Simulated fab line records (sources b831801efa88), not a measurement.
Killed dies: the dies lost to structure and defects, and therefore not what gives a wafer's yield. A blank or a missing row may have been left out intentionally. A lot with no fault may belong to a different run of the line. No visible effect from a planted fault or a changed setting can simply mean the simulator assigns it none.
fab line records + flow gf180mcu
[record]
- lots = 15
- wafers = 45
- last-day = 34
route steps=602 shown STI@9 DNWELL@40 NWELL@52 MVPSD@89
lots that met no fault: from a run of the same line without faults
start-h: hours from the record's first day to the start of the lot's first wafer shown + wait-h: how many hours have passed since the lot's step before this one + " identical to the entry in the row above + L1.1+2: a row that stands for several wafers + - no value present, or no start provided + * or withheld: withheld + < > ~ a bound
route shown NAME@n: NAME is a module with steps in the file, n the number in the route of the first one + usual: mean/standard deviation taken from wafers without a fault + same: alike in all rows + chamber/n: place in a boat + sites: readings site by site + _std_site: the standard deviation of these + _edge_site: mean of outer sites minus mean of inner sites + radius-mm: how far each site lies from the wafer's centre + mask NAME#n: copy n + behind: the last tool/chamber to shape the wafer + hold: cause of the lot's hold/its duration in hours/its outcome + device: which transistor (n, p or np) failed to switch + end of line: the same wafers' tests at the end of the route + for a step that has no rows: nothing shown but its recipe + killed: dies that structure and defects cost at the first sort, which is not the same as the wafer's yield + map: per-die view of a wafer (x killed, . not killed, _ where there is no die)
set.NAME: setting as actually run; set.NAME@STEP: the setting as run at that earlier step + model.NAME: the simulator's own value behind a step, which no gauge read
route steps across a sampled set of lots; one table per step, one row per wafer
services: from which hour (start-h, from the record's first day; less than 0 if before it) a tool's chamber was out of use, for how many hours, and why
[[steps]]
[step GF_STI_SOFTBAKE_08]
[recipe]
- temp-c = 130
- time-s = 61.72
- resist = KrF
[usual]
- exhaust-pa = 45.0/0.78
- plate-sensor-t-centre-C = 131.02/0.0095
- plate-sensor-t-edge-C = 131.21/0.01
| lot.wafer | tool           | chamber | start-h | wait-h | exhaust-pa | plate-sensor-t-centre-C | plate-sensor-t-edge-C |
|-----------|----------------|---------|---------|--------|------------|-------------------------|-----------------------|
| L714.4    | litho-track-01 | 0       | 20.08   | 0.1    | 46.3       | 131.01                  | 131.22                |
| L714.5    | "              | 0       | "       | "      | 46.1       | 131.01                  | 131.2                 |
| L714.6    | "              | 0       | "       | "      | 44.7       | 131.02                  | 131.22                |
| L715.1    | litho-track-03 | 0       | 25.01   | 0.1    | 44.4       | 131.01                  | 131.21                |
| L715.2    | "              | 0       | "       | "      | 44.0       | 131.02                  | 131.22                |
| L715.6    | "              | 0       | "       | "      | 44.0       | 131.01                  | 131.2                 |
| L716.1    | litho-track-01 | 0       | 32.01   | 0.1    | 44.8       | 131.02                  | 131.19                |
| L716.3    | "              | 0       | "       | "      | 44.7       | 131.01                  | 131.22                |
| L716.4    | "              | 0       | "       | "      | 43.8       | 131.02                  | 131.21                |
| L717.2    | litho-track-02 | 0       | 34.59   | 0.1    | 43.5       | 131.01                  | 131.2                 |
| L717.3    | "              | 0       | "       | "      | 45.5       | 131.02                  | 131.2                 |
| L717.5    | "              | 0       | "       | "      | 44.6       | 131.02                  | 131.19                |
| L719.1    | litho-track-01 | 0       | 46.06   | 0.1    | 45.8       | 131.02                  | 131.21                |
| L719.3    | "              | 0       | "       | "      | 44.2       | 131.01                  | 131.24                |
| L719.4    | "              | 0       | "       | "      | 44.8       | 131.01                  | 131.22                |
| L720.3    | litho-track-01 | 0       | 50.46   | 0.1    | 45.7       | 131                     | 131.2                 |
| L720.5    | "              | 0       | "       | "      | 44.2       | 131.03                  | 131.21                |
| L720.6    | "              | 0       | "       | "      | 43.9       | 131.01                  | 131.2                 |
| L721.2    | litho-track-03 | 0       | 54.38   | 0.1    | 46.0       | 131.03                  | 131.22                |
| L721.5    | "              | 0       | "       | "      | 43.6       | 131.03                  | 131.21                |
| L721.6    | "              | 0       | "       | "      | 46.1       | 131.02                  | 131.2                 |
| L723.1    | litho-track-01 | 0       | 65.21   | 0.1    | 44.8       | 131.01                  | 131.21                |
| L723.2    | "              | 0       | "       | "      | 45.3       | 131.01                  | 131.23                |
| L723.6    | "              | 0       | "       | "      | 44.2       | 131.04                  | 131.21                |
| L727.1    | litho-track-02 | 0       | 90.21   | 0.1    | 43.6       | 131.02                  | 131.2                 |
| L727.4    | "              | 0       | "       | "      | 44.3       | 131.01                  | 131.21                |
| L727.6    | "              | 0       | "       | "      | 45.0       | 131.02                  | 131.2                 |
| L728.1    | litho-track-03 | 0       | 90.56   | 0.1    | 46.2       | 131.02                  | 131.2                 |
| L728.3    | "              | 0       | "       | "      | 44.3       | 131.03                  | 131.2                 |
| L728.6    | "              | 0       | "       | "      | 46.4       | 131.02                  | 131.22                |
| L729.1    | litho-track-03 | 0       | 96.61   | 0.1    | 46.3       | 131.01                  | 131.18                |
| L729.3    | "              | 0       | "       | "      | 45.5       | 131.03                  | 131.21                |
| L729.4    | "              | 0       | "       | "      | 44.4       | 130.99                  | 131.21                |
| L730.1    | litho-track-03 | 0       | 100.91  | 0.1    | 44.8       | 131.03                  | 131.2                 |
| L730.4    | "              | 0       | "       | "      | 45.0       | 131                     | 131.2                 |
| L730.5    | "              | 0       | "       | "      | 44.6       | 131.03                  | 131.22                |
| L735.1    | litho-track-03 | 0       | 125.66  | 0.1    | 44.6       | 131.02                  | 131.21                |
| L735.3    | "              | 0       | "       | "      | 45.4       | 131.03                  | 131.22                |
| L735.4    | "              | 0       | "       | "      | 45.6       | 131.01                  | 131.22                |
| L736.2    | litho-track-02 | 0       | 131.49  | 0.1    | 45.7       | 131.01                  | 131.21                |
| L736.4    | "              | 0       | "       | "      | 45.3       | 131.02                  | 131.2                 |
| L736.5    | "              | 0       | "       | "      | 45.4       | 131.02                  | 131.2                 |
| L737.1    | litho-track-01 | 0       | 136.95  | 0.1    | 45.6       | 131.04                  | 131.22                |
| L737.2    | "              | 0       | "       | "      | 45.4       | 131                     | 131.21                |
| L737.6    | "              | 0       | "       | "      | 45.7       | 131.02                  | 131.19                |
[step GF_STI_THK_MEAS_30]
[recipe]
- reads = SiO2_of_STI_OXIDATION_29
[usual]
- STI_OXIDATION_02_THK = 10.07/0.23
| lot.wafer | tool          | chamber | start-h | wait-h | STI_OXIDATION_02_THK[nm] |
|-----------|---------------|---------|---------|--------|--------------------------|
| L714.4    | film-metro-04 | -       | 32.01   | 0.0    | 9.94                     |
| L714.5    | "             | -       | "       | "      | 9.92                     |
| L714.6    | "             | -       | "       | "      | 9.87                     |
| L715.1    | film-metro-04 | -       | 35.90   | 0.0    | 9.87                     |
| L715.2    | "             | -       | "       | "      | 10.09                    |
| L715.6    | "             | -       | "       | "      | 10.09                    |
| L716.1    | film-metro-03 | -       | 42.78   | 0.0    | 10.35                    |
| L716.3    | "             | -       | "       | "      | 10.34                    |
| L716.4    | "             | -       | "       | "      | 10.31                    |
| L717.2    | film-metro-03 | -       | 45.49   | 0.0    | 10.25                    |
| L717.3    | "             | -       | "       | "      | 10.25                    |
| L717.5    | "             | -       | "       | "      | 10.21                    |
| L719.1    | film-metro-03 | -       | 56.40   | 0.0    | 10.20                    |
| L719.3    | "             | -       | "       | "      | 9.89                     |
| L719.4    | "             | -       | "       | "      | 10.12                    |
| L720.3    | film-metro-04 | -       | 64.19   | 0.0    | 10.22                    |
| L720.5    | "             | -       | "       | "      | 10.29                    |
| L720.6    | "             | -       | "       | "      | 10.02                    |
| L721.2    | film-metro-01 | -       | 73.47   | 0.0    | 10.46                    |
| L721.5    | "             | -       | "       | "      | 10.32                    |
| L721.6    | "             | -       | "       | "      | 10.31                    |
| L723.1    | film-metro-03 | -       | 80.18   | 0.0    | 9.95                     |
| L723.2    | "             | -       | "       | "      | 10.04                    |
| L723.6    | "             | -       | "       | "      | 10.04                    |
| L727.1    | film-metro-03 | -       | 108.48  | 0.0    | 9.88                     |
| L727.4    | "             | -       | "       | "      | 9.97                     |
| L727.6    | "             | -       | "       | "      | 9.87                     |
| L728.1    | film-metro-01 | -       | 108.48  | 0.0    | 9.97                     |
| L728.3    | "             | -       | "       | "      | 9.83                     |
| L728.6    | "             | -       | "       | "      | 9.99                     |
| L729.1    | film-metro-01 | -       | 117.77  | 0.0    | 10.12                    |
| L729.3    | "             | -       | "       | "      | 10.23                    |
| L729.4    | "             | -       | "       | "      | 10.09                    |
| L730.1    | film-metro-03 | -       | 117.77  | 0.0    | 9.85                     |
| L730.4    | "             | -       | "       | "      | 9.89                     |
| L730.5    | "             | -       | "       | "      | 9.92                     |
| L735.1    | film-metro-04 | -       | 139.08  | 0.0    | 10.05                    |
| L735.3    | "             | -       | "       | "      | 10.00                    |
| L735.4    | "             | -       | "       | "      | 9.81                     |
| L736.2    | film-metro-04 | -       | 144.21  | 0.0    | 10.70                    |
| L736.4    | "             | -       | "       | "      | 10.60                    |
| L736.5    | "             | -       | "       | "      | 10.41                    |
| L737.1    | film-metro-04 | -       | 149.78  | 0.0    | 10.27                    |
| L737.2    | "             | -       | "       | "      | 10.24                    |
| L737.6    | "             | -       | "       | "      | 10.29                    |
[step GF_DNWELL_STRIP_08]
[recipe]
- chemistry = O2/N2
- power-w = 1400
- pressure-mtorr = 1500
- platen-temp-c = 250
- o2-flow-sccm = 3000
- n2-flow-sccm = 300
- overash-fraction = 0.5
[usual]
- chamber-pressure-mTorr = 1499.9/1.4
- drypump-motor-current-A = 5.7/0.39
- heater-power-w = 335/23
- oes-product-au = 0.722/0.0047
- platen-temp-c = 250.02/0.19
- strip-time-to-endpoint-s = 36.97/0.11
| lot.wafer | tool            | chamber | start-h | wait-h | chamber-pressure-mTorr | drypump-motor-current-A | heater-power-w | oes-product-au | platen-temp-c | rf-hours-counter-h | strip-time-to-endpoint-s |
|-----------|-----------------|---------|---------|--------|------------------------|-------------------------|----------------|----------------|---------------|--------------------|--------------------------|
| L714.4    | plasma-asher-01 | 0       | 43.79   | 0.1    | 1499.1                 | 5.6                     | 341            | 0.724          | 249.95        | -                  | 37.10                    |
| L714.5    | "               | 0       | "       | "      | 1503.8                 | 5.6                     | 345            | 0.721          | 249.97        | -                  | 37.07                    |
| L714.6    | "               | 1       | "       | "      | 1500.3                 | 6.1                     | 347            | 0.719          | 250.22        | -                  | 36.96                    |
| L715.1    | plasma-asher-04 | 1       | 48.06   | 0.1    | 1498.3                 | 6.0                     | 299            | 0.720          | 250.15        | 38                 | 37.06                    |
| L715.2    | "               | 0       | "       | "      | 1501.1                 | 5.0                     | 333            | 0.729          | 249.97        | 38                 | 37.14                    |
| L715.6    | "               | 1       | "       | "      | 1498.7                 | 6.0                     | 294            | 0.717          | 250.30        | -                  | 37.06                    |
| L716.1    | plasma-asher-02 | 0       | 55.56   | 0.1    | 1498.8                 | 5.2                     | 368            | 0.718          | 249.94        | 34                 | 36.90                    |
| L716.3    | "               | 1       | "       | "      | 1501.3                 | 6.0                     | 315            | 0.718          | 249.97        | -                  | 36.97                    |
| L716.4    | "               | 0       | "       | "      | 1501.3                 | 5.2                     | 364            | 0.721          | 249.77        | -                  | 36.81                    |
| L717.2    | plasma-asher-01 | 1       | 58.26   | 0.1    | 1497.7                 | 6.1                     | 357            | 0.714          | 249.92        | 24                 | 37.12                    |
| L717.3    | "               | 0       | "       | "      | 1499.1                 | 5.6                     | 344            | 0.733          | 250.20        | -                  | 37.17                    |
| L717.5    | "               | 0       | "       | "      | 1495.8                 | 5.6                     | 354            | 0.727          | 249.91        | -                  | 37.04                    |
| L719.1    | plasma-asher-01 | 1       | 69.76   | 0.1    | 1500.4                 | 6.1                     | 358            | 0.723          | 250.03        | 25                 | 36.89                    |
| L719.3    | "               | 0       | "       | "      | 1499.1                 | 5.6                     | 341            | 0.723          | 249.85        | -                  | 36.90                    |
| L719.4    | "               | 1       | "       | "      | 1498.5                 | 6.1                     | 346            | 0.720          | 250.26        | -                  | 36.94                    |
| L720.3    | plasma-asher-01 | 0       | 76.89   | 0.1    | 1499.2                 | 5.6                     | 349            | 0.722          | 250.29        | -                  | 37.07                    |
| L720.5    | "               | 1       | "       | "      | 1499.8                 | 6.1                     | 351            | 0.722          | 250.40        | -                  | 37.02                    |
| L720.6    | "               | 0       | "       | "      | 1499.4                 | 5.6                     | 349            | 0.718          | 250.31        | -                  | 37.05                    |
| L721.2    | plasma-asher-01 | 1       | 86.61   | 0.1    | 1500.6                 | 6.1                     | 344            | 0.722          | 250.08        | 27                 | 36.89                    |
| L721.5    | "               | 0       | "       | "      | 1498.9                 | 5.6                     | 343            | 0.725          | 249.73        | -                  | 36.86                    |
| L721.6    | "               | 1       | "       | "      | 1499.2                 | 6.1                     | 344            | 0.716          | 250.10        | -                  | 36.90                    |
| L723.1    | plasma-asher-04 | 1       | 93.36   | 0.1    | 1499.2                 | 6.0                     | 297            | 0.720          | 249.70        | 43                 | 36.98                    |
| L723.2    | "               | 0       | "       | "      | 1499.5                 | 5.0                     | 331            | 0.725          | 250.10        | 43                 | 37.09                    |
| L723.6    | "               | 0       | "       | "      | 1500.9                 | 5.0                     | 336            | 0.720          | 250.04        | -                  | 37.03                    |
| L728.1    | plasma-asher-02 | 0       | 122.81  | 0.1    | -                      | -                       | -              | -              | -             | -                  | -                        |
| L728.3    | "               | 0       | "       | "      | -                      | -                       | -              | -              | -             | -                  | -                        |
| L728.6    | "               | 1       | "       | "      | -                      | -                       | -              | -              | -             | -                  | -                        |
| L727.1    | plasma-asher-04 | 1       | 123.16  | 0.1    | -                      | -                       | -              | -              | -             | -                  | -                        |
| L727.4    | "               | 0       | "       | "      | -                      | -                       | -              | -              | -             | -                  | -                        |
| L727.6    | "               | 1       | "       | "      | -                      | -                       | -              | -              | -             | -                  | -                        |
| L730.1    | plasma-asher-01 | 1       | 131.31  | 0.1    | -                      | -                       | -              | -              | -             | -                  | -                        |
| L730.4    | "               | 0       | "       | "      | -                      | -                       | -              | -              | -             | -                  | -                        |
| L730.5    | "               | 0       | "       | "      | -                      | -                       | -              | -              | -             | -                  | -                        |
| L729.1    | plasma-asher-04 | 0       | 131.66  | 0.1    | 1498.8                 | 5.0                     | 341            | 0.729          | 249.96        | 46                 | 37.15                    |
| L729.3    | "               | 1       | "       | "      | 1499.8                 | 6.0                     | 292            | 0.723          | 250.02        | -                  | 37.06                    |
| L729.4    | "               | 0       | "       | "      | 1500.3                 | 5.0                     | 338            | 0.735          | 250.43        | -                  | 37.10                    |
| L735.1    | plasma-asher-01 | 0       | 154.75  | 0.1    | 1499.5                 | 5.6                     | 337            | 0.721          | 249.93        | 34                 | 37.03                    |
| L735.3    | "               | 1       | "       | "      | 1501.3                 | 6.1                     | 344            | 0.718          | 249.92        | -                  | 36.99                    |
| L735.4    | "               | 0       | "       | "      | 1500.6                 | 5.6                     | 355            | 0.722          | 250.03        | -                  | 36.96                    |
| L736.2    | plasma-asher-01 | 1       | 159.65  | 0.1    | 1500.3                 | 6.1                     | 347            | 0.717          | 250.08        | 35                 | 36.82                    |
| L736.4    | "               | 1       | "       | "      | 1500.2                 | 6.1                     | 353            | 0.728          | 249.80        | -                  | 36.94                    |
| L736.5    | "               | 1       | "       | "      | 1501.1                 | 6.1                     | 347            | 0.723          | 249.91        | -                  | 36.77                    |
| L737.1    | plasma-asher-01 | 1       | 164.56  | 0.1    | 1501.5                 | 6.1                     | 353            | 0.717          | 249.92        | 35                 | 36.70                    |
| L737.2    | "               | 0       | "       | "      | 1503.2                 | 5.6                     | 344            | 0.718          | 249.90        | 35                 | 36.76                    |
| L737.6    | "               | 1       | "       | "      | 1498.9                 | 6.1                     | 349            | 0.723          | 250.04        | -                  | 36.79                    |
[step GF_NWELL_STRIP_10]
[recipe]
- chemistry = O2/N2
- power-w = 1400
- pressure-mtorr = 1500
- platen-temp-c = 250
- o2-flow-sccm = 3000
- n2-flow-sccm = 300
- overash-fraction = 0.5
[usual]
- chamber-pressure-mTorr = 1500.1/1.3
- drypump-motor-current-A = 5.4/0.49
- heater-power-w = 332/21
- oes-product-au = 0.722/0.0046
- platen-temp-c = 249.98/0.18
- strip-time-to-endpoint-s = 36.99/0.11
| lot.wafer | tool            | chamber | start-h | wait-h | chamber-pressure-mTorr | drypump-motor-current-A | heater-power-w | oes-product-au | platen-temp-c | rf-hours-counter-h | strip-time-to-endpoint-s |
|-----------|-----------------|---------|---------|--------|------------------------|-------------------------|----------------|----------------|---------------|--------------------|--------------------------|
| L714.4    | plasma-asher-02 | 0       | 56.73   | 0.1    | 1500.5                 | 5.2                     | 370            | 0.718          | 249.90        | -                  | 37.05                    |
| L714.5    | "               | 1       | "       | "      | 1500.9                 | 6.0                     | 312            | 0.713          | 249.92        | -                  | 36.98                    |
| L714.6    | "               | 0       | "       | "      | 1498.0                 | 5.2                     | 369            | 0.723          | 249.88        | -                  | 36.97                    |
| L715.1    | plasma-asher-02 | 1       | 60.94   | 0.1    | 1499.8                 | 6.0                     | 314            | 0.728          | 249.94        | 35                 | 37.19                    |
| L715.2    | "               | 0       | "       | "      | 1500.3                 | 5.3                     | 371            | 0.721          | 249.94        | 35                 | 37.08                    |
| L715.6    | "               | 1       | "       | "      | 1503.4                 | 6.0                     | 312            | 0.723          | 250.18        | -                  | 37.17                    |
| L716.1    | plasma-asher-02 | 1       | 68.55   | 0.1    | 1501.3                 | 5.9                     | 316            | 0.723          | 250.10        | 36                 | 37.14                    |
| L716.3    | "               | 0       | "       | "      | 1501.3                 | 5.3                     | 363            | 0.724          | 250.01        | -                  | 37.20                    |
| L716.4    | "               | 1       | "       | "      | 1500.8                 | 5.9                     | 315            | 0.725          | 250.05        | -                  | 37.12                    |
| L717.2    | plasma-asher-02 | 1       | 71.05   | 0.1    | 1498.0                 | 6.0                     | 312            | 0.720          | 249.88        | 36                 | 36.91                    |
| L717.3    | "               | 0       | "       | "      | 1500.4                 | 5.3                     | 366            | 0.722          | 250.13        | -                  | 36.82                    |
| L717.5    | "               | 1       | "       | "      | 1499.4                 | 6.0                     | 316            | 0.730          | 249.77        | -                  | 36.81                    |
| L719.1    | plasma-asher-02 | 0       | 83.19   | 0.1    | 1499.2                 | 5.2                     | 359            | 0.724          | 249.80        | 37                 | 36.96                    |
| L719.3    | "               | 1       | "       | "      | 1499.5                 | 5.9                     | 315            | 0.722          | 250.17        | -                  | 37.02                    |
| L719.4    | "               | 0       | "       | "      | 1499.5                 | 5.3                     | 371            | 0.724          | 249.75        | -                  | 37.01                    |
| L720.3    | plasma-asher-02 | 1       | 89.58   | 0.1    | 1498.2                 | 6.0                     | 310            | 0.729          | 249.90        | -                  | 36.92                    |
| L720.5    | "               | 0       | "       | "      | 1502.5                 | 5.3                     | 374            | 0.716          | 249.81        | -                  | 36.91                    |
| L720.6    | "               | 1       | "       | "      | 1500.7                 | 6.0                     | 312            | 0.720          | 250.04        | -                  | 36.84                    |
| L721.2    | plasma-asher-03 | 0       | 100.49  | 0.1    | 1500.0                 | 4.6                     | 322            | 0.723          | 249.89        | 50                 | 36.93                    |
| L721.5    | "               | 1       | "       | "      | 1500.6                 | 5.2                     | 337            | 0.723          | 249.87        | -                  | 36.86                    |
| L721.6    | "               | 0       | "       | "      | 1500.8                 | 4.6                     | 325            | 0.719          | 249.77        | -                  | 36.83                    |
| L723.1    | plasma-asher-03 | 1       | 107.19  | 0.1    | 1500.6                 | 5.2                     | 321            | 0.719          | 250.09        | 51                 | 36.89                    |
| L723.2    | "               | 0       | "       | "      | 1500.1                 | 4.7                     | 333            | 0.724          | 250.06        | 51                 | 36.91                    |
| L723.6    | "               | 1       | "       | "      | 1499.3                 | 5.2                     | 329            | 0.716          | 250.00        | -                  | 36.93                    |
| L728.1    | plasma-asher-01 | 1       | 137.74  | 0.1    | 1500.0                 | 6.1                     | 347            | 0.737          | 249.97        | 33                 | 81.44                    |
| L728.3    | "               | 0       | "       | "      | 1499.4                 | 5.6                     | 343            | 0.734          | 250.07        | -                  | 81.30                    |
| L728.6    | "               | 1       | "       | "      | 1500.1                 | 6.1                     | 358            | 0.741          | 249.96        | -                  | 81.54                    |
| L727.1    | plasma-asher-02 | 0       | 138.09  | 0.1    | 1501.1                 | 5.2                     | 361            | 0.742          | 249.92        | 43                 | 81.15                    |
| L727.4    | "               | 1       | "       | "      | 1498.0                 | 5.9                     | 312            | 0.742          | 250.01        | -                  | 81.21                    |
| L727.6    | "               | 1       | "       | "      | 1499.2                 | 6.0                     | 312            | 0.745          | 249.99        | -                  | 81.12                    |
| L730.1    | plasma-asher-03 | 0       | 147.60  | 0.1    | 1499.6                 | 4.6                     | 311            | 0.735          | 250.15        | 3                  | 81.36                    |
| L730.4    | "               | 1       | "       | "      | 1501.8                 | 5.2                     | 311            | 0.739          | 249.57        | -                  | 81.37                    |
| L730.5    | "               | 0       | "       | "      | 1501.2                 | 4.7                     | 306            | 0.744          | 249.97        | -                  | 81.47                    |
| L729.1    | plasma-asher-01 | 1       | 147.74  | 0.1    | 1499.9                 | 6.1                     | 337            | 0.713          | 249.86        | 34                 | 36.97                    |
| L729.3    | "               | 0       | "       | "      | 1500.7                 | 5.6                     | 347            | 0.728          | 250.15        | -                  | 37.16                    |
| L729.4    | "               | 1       | "       | "      | 1498.6                 | 6.1                     | 353            | 0.731          | 249.98        | -                  | 36.99                    |
| L735.1    | plasma-asher-03 | 1       | 171.14  | 0.1    | 1499.8                 | 5.2                     | 312            | 0.725          | 250.00        | 5                  | 36.89                    |
| L735.3    | "               | 1       | "       | "      | 1500.8                 | 5.2                     | 307            | 0.725          | 250.05        | -                  | 36.88                    |
| L735.4    | "               | 0       | "       | "      | 1501.1                 | 4.7                     | 310            | 0.716          | 250.08        | -                  | 36.94                    |
| L736.2    | plasma-asher-03 | 1       | 176.74  | 0.1    | 1501.7                 | 5.2                     | 313            | 0.718          | 249.92        | 6                  | 36.85                    |
| L736.4    | "               | 1       | "       | "      | 1498.3                 | 5.2                     | 310            | 0.726          | 249.96        | -                  | 36.90                    |
| L736.5    | "               | 1       | "       | "      | 1501.9                 | 5.2                     | 304            | 0.721          | 249.98        | -                  | 36.93                    |
| L737.1    | plasma-asher-01 | 1       | 181.54  | 0.1    | 1500.5                 | 6.1                     | 351            | 0.724          | 250.07        | 37                 | 36.89                    |
| L737.2    | "               | 0       | "       | "      | 1502.5                 | 5.6                     | 348            | 0.719          | 249.87        | 37                 | 37.01                    |
| L737.6    | "               | 1       | "       | "      | 1500.4                 | 6.0                     | 344            | 0.730          | 250.31        | -                  | 36.88                    |
[step GF_NWELL_TW_MEAS_11]
[usual]
- NWELL_TW = 1560/13
| lot.wafer | tool          | chamber | start-h | wait-h | NWELL_TW |
|-----------|---------------|---------|---------|--------|----------|
| L714.4    | film-metro-03 | -       | 56.82   | 0.1    | 1574     |
| L714.5    | "             | -       | "       | "      | 1581     |
| L714.6    | "             | -       | "       | "      | 1579     |
| L715.1    | film-metro-01 | -       | 61.04   | 0.1    | 1556     |
| L715.2    | "             | -       | "       | "      | 1554     |
| L715.6    | "             | -       | "       | "      | 1552     |
| L716.1    | film-metro-02 | -       | 68.65   | 0.1    | 1538     |
| L716.3    | "             | -       | "       | "      | 1541     |
| L716.4    | "             | -       | "       | "      | 1535     |
| L717.2    | film-metro-02 | -       | 71.16   | 0.1    | 1549     |
| L717.3    | "             | -       | "       | "      | 1540     |
| L717.5    | "             | -       | "       | "      | 1542     |
| L719.1    | film-metro-01 | -       | 83.29   | 0.1    | 1567     |
| L719.3    | "             | -       | "       | "      | 1567     |
| L719.4    | "             | -       | "       | "      | 1553     |
| L720.3    | film-metro-01 | -       | 89.66   | 0.1    | 1560     |
| L720.5    | "             | -       | "       | "      | 1569     |
| L720.6    | "             | -       | "       | "      | 1563     |
| L721.2    | film-metro-02 | -       | 100.60  | 0.1    | 1545     |
| L721.5    | "             | -       | "       | "      | 1548     |
| L721.6    | "             | -       | "       | "      | 1546     |
| L723.1    | film-metro-02 | -       | 107.29  | 0.1    | 1550     |
| L723.2    | "             | -       | "       | "      | 1549     |
| L723.6    | "             | -       | "       | "      | 1556     |
| L728.1    | film-metro-02 | -       | 137.84  | 0.1    | 30       |
| L728.3    | "             | -       | "       | "      | 29       |
| L728.6    | "             | -       | "       | "      | 30       |
| L727.1    | film-metro-02 | -       | 138.19  | 0.1    | 30       |
| L727.4    | "             | -       | "       | "      | 30       |
| L727.6    | "             | -       | "       | "      | 29       |
| L730.1    | film-metro-01 | -       | 147.70  | 0.1    | 30       |
| L730.4    | "             | -       | "       | "      | 30       |
| L730.5    | "             | -       | "       | "      | 30       |
| L729.1    | film-metro-02 | -       | 147.84  | 0.1    | 1545     |
| L729.3    | "             | -       | "       | "      | 1551     |
| L729.4    | "             | -       | "       | "      | 1554     |
| L735.1    | film-metro-02 | -       | 171.24  | 0.1    | 1553     |
| L735.3    | "             | -       | "       | "      | 1550     |
| L735.4    | "             | -       | "       | "      | 1562     |
| L736.2    | film-metro-02 | -       | 176.85  | 0.1    | 1548     |
| L736.4    | "             | -       | "       | "      | 1557     |
| L736.5    | "             | -       | "       | "      | 1546     |
| L737.1    | film-metro-01 | -       | 181.64  | 0.1    | 1556     |
| L737.2    | "             | -       | "       | "      | 1556     |
| L737.6    | "             | -       | "       | "      | 1561     |
[step GF_MVPSD_TW_MEAS_11]
[usual]
- MVPSD_TW = 550/4.9
| lot.wafer | tool          | chamber | start-h | wait-h | MVPSD_TW |
|-----------|---------------|---------|---------|--------|----------|
| L714.4    | film-metro-01 | -       | 97.57   | 0.1    | 548      |
| L714.5    | "             | -       | "       | "      | 543      |
| L714.6    | "             | -       | "       | "      | 544      |
| L715.1    | film-metro-01 | -       | 99.64   | 0.1    | 547      |
| L715.2    | "             | -       | "       | "      | 544      |
| L715.6    | "             | -       | "       | "      | 540      |
| L716.1    | film-metro-01 | -       | 107.99  | 0.1    | 549      |
| L716.3    | "             | -       | "       | "      | 544      |
| L716.4    | "             | -       | "       | "      | 544      |
| L717.2    | film-metro-01 | -       | 112.15  | 0.1    | 548      |
| L717.3    | "             | -       | "       | "      | 545      |
| L717.5    | "             | -       | "       | "      | 547      |
| L719.1    | film-metro-02 | -       | 124.79  | 0.1    | 547      |
| L719.3    | "             | -       | "       | "      | 549      |
| L719.4    | "             | -       | "       | "      | 546      |
| L720.3    | film-metro-03 | -       | 132.86  | 0.1    | 558      |
| L720.5    | "             | -       | "       | "      | 556      |
| L720.6    | "             | -       | "       | "      | 555      |
| L721.2    | film-metro-02 | -       | 143.70  | 0.1    | 544      |
| L721.5    | "             | -       | "       | "      | 547      |
| L721.6    | "             | -       | "       | "      | 548      |
| L723.1    | film-metro-03 | -       | 151.99  | 0.1    | 555      |
| L723.2    | "             | -       | "       | "      | 557      |
| L723.6    | "             | -       | "       | "      | 555      |
| L728.1    | film-metro-02 | -       | 185.49  | 0.1    | 543      |
| L728.3    | "             | -       | "       | "      | 543      |
| L728.6    | "             | -       | "       | "      | 544      |
| L727.1    | film-metro-02 | -       | 185.84  | 0.1    | 548      |
| L727.4    | "             | -       | "       | "      | 545      |
| L727.6    | "             | -       | "       | "      | 547      |
| L730.1    | film-metro-03 | -       | 195.54  | 0.1    | 553      |
| L730.4    | "             | -       | "       | "      | 555      |
| L730.5    | "             | -       | "       | "      | 556      |
| L729.1    | film-metro-01 | -       | 196.99  | 0.1    | 551      |
| L729.3    | "             | -       | "       | "      | 550      |
| L729.4    | "             | -       | "       | "      | 550      |
| L735.1    | film-metro-02 | -       | 222.39  | 0.1    | 545      |
| L735.3    | "             | -       | "       | "      | 544      |
| L735.4    | "             | -       | "       | "      | 544      |
| L736.2    | film-metro-01 | -       | 229.35  | 0.1    | 546      |
| L736.4    | "             | -       | "       | "      | 548      |
| L736.5    | "             | -       | "       | "      | 547      |
| L737.1    | film-metro-03 | -       | 235.79  | 0.1    | 554      |
| L737.2    | "             | -       | "       | "      | 554      |
| L737.6    | "             | -       | "       | "      | 555      |
[[services]]
| tool            | chamber | start-h | hours | kind       |
|-----------------|---------|---------|-------|------------|
| plasma-asher-01 | -       | -0.98   | 28.1  | pm         |
| plasma-asher-03 | -       | 45.60   | 1.9   | repair     |
| plasma-asher-04 | -       | 101.16  | 1.5   | repair     |
| plasma-asher-03 | -       | 108.75  | 9.0   | pm         |
| plasma-asher-03 | 0       | 108.75  | 9.0   | vent-cycle |
| plasma-asher-03 | 1       | 108.75  | 9.0   | vent-cycle |
| plasma-asher-03 | 0       | 117.75  | -     | clean      |
| plasma-asher-03 | 1       | 117.75  | -     | clean      |
| plasma-asher-01 | -       | 123.77  | 2.8   | pm         |
| plasma-asher-04 | -       | 159.66  | 1.0   | repair     |
| plasma-asher-03 | -       | 164.94  | 0.5   | repair     |
[[key]]
[first-sign]
- step = GF_DNWELL_STRIP_08
- reading = tool-record
- direction = missing
[effect]
- step = GF_NWELL_STRIP_10
- reading = strip-time-to-endpoint-s
- direction = up
- sigmas = 99+
- usual = *
- struck = *
[effect]
- step = GF_NWELL_TW_MEAS_11
- reading = NWELL_TW
- direction = down
- sigmas = 99+
- usual = 1560
- struck = 30
met-at GF_DNWELL_STRIP_08
struck-lots L727,L728,L730
sort-left-out L727.1,L727.4,L727.6,L728.1,L728.3,L728.6,L730.1,L730.4,L730.5
tester-left-out L727,L728,L730
not-acting-at GF_STI_SOFTBAKE_08,GF_STI_THK_MEAS_30,GF_MVPSD_TW_MEAS_11
onset-between 93.36 122.81
[fault]
- kind = skipped-step-whole
- tool = plasma-asher-01,plasma-asher-02,plasma-asher-04
- chamber = -
- onset-h = 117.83
- steps = GF_DNWELL_STRIP_08
- scope = struck-lots-only
// tester-left-out: of these lots the tester's yield and bins aren't shown, on N5 and GAA mostly nor the transistor test; their killed dies are dies lost to structure and defects alone, not to doping, threshold or leakage, so they don't give the yield
// sort-left-out: the simulated sort isn't trusted on such a fault, so these wafers' sort isn't shown, and their yield isn't known
